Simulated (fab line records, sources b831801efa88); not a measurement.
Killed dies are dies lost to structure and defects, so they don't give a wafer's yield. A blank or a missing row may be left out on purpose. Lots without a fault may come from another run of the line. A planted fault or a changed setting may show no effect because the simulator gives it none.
One fault seen from 2 desks | flow sky130 | each desk has only its own numbers; what lay behind them comes last

THE METROLOGY DESK
What the gauges read, lot by lot, whatever tool the lot ran on: means of the sampled wafers that have a number. A lot is out of limits, marked OUT, if its mean lies more than 4 standard deviations from the usual mean; the brackets give that distance.
Columns: A = METAL1_ALCU_RS at SKY_METAL1_RS_MEAS_05, usual 0.1269 ohm/sq
lot  | first seen here | A
L689 | day 31 19:27    | 0.1270
L690 | day 32 04:40    | 0.1253
L691 | day 32 09:40    | 0.1265
L692 | day 33 01:14    | 0.1264
L694 | day 33 21:29    | 0.1258
L697 | day 34 08:55    | 0.1265
L700 | day 35 10:21    | 0.1265
L702 | day 35 20:10    | 0.1289
L701 | day 35 20:35    | 0.1274
L708 | day 37 19:38    | 0.1275
L710 | day 38 07:18    | 0.1268
L709 | day 38 08:26    | 0.1274
This desk's finding: nothing out of limits on any of the 12 lots.

THE TOOL OWNER'S DESK: litho_track-01
The tool's own readings at SKY_CONTACT_COAT_08 (resist thk 60 nm): means of the sampled wafers that have a number, for each lot that ran on this tool. A lot is out of limits, marked OUT, if its mean lies more than 4 standard deviations from the usual mean; the brackets give that distance.
Columns: A = dispense_pressure_kPa at SKY_CONTACT_COAT_08, usual 49.7 kPa
lot  | first seen here | A
L689 | day 31 03:56    | 50.5
L690 | day 31 12:49    | 50.5
L692 | day 32 10:23    | 50.5
L702 | day 35 05:14    | 50.5
L708 | day 37 04:52    | 50.5
L710 | day 37 16:25    | 50.5
L709 | day 37 17:46    | 50.5
This desk's finding: nothing out of limits on any of the 7 lots.

PUT TOGETHER
The metrology desk saw nothing out of limits.
The tool owner's desk saw nothing out of limits.

WHAT THE SIMULATOR HAD PUT IN
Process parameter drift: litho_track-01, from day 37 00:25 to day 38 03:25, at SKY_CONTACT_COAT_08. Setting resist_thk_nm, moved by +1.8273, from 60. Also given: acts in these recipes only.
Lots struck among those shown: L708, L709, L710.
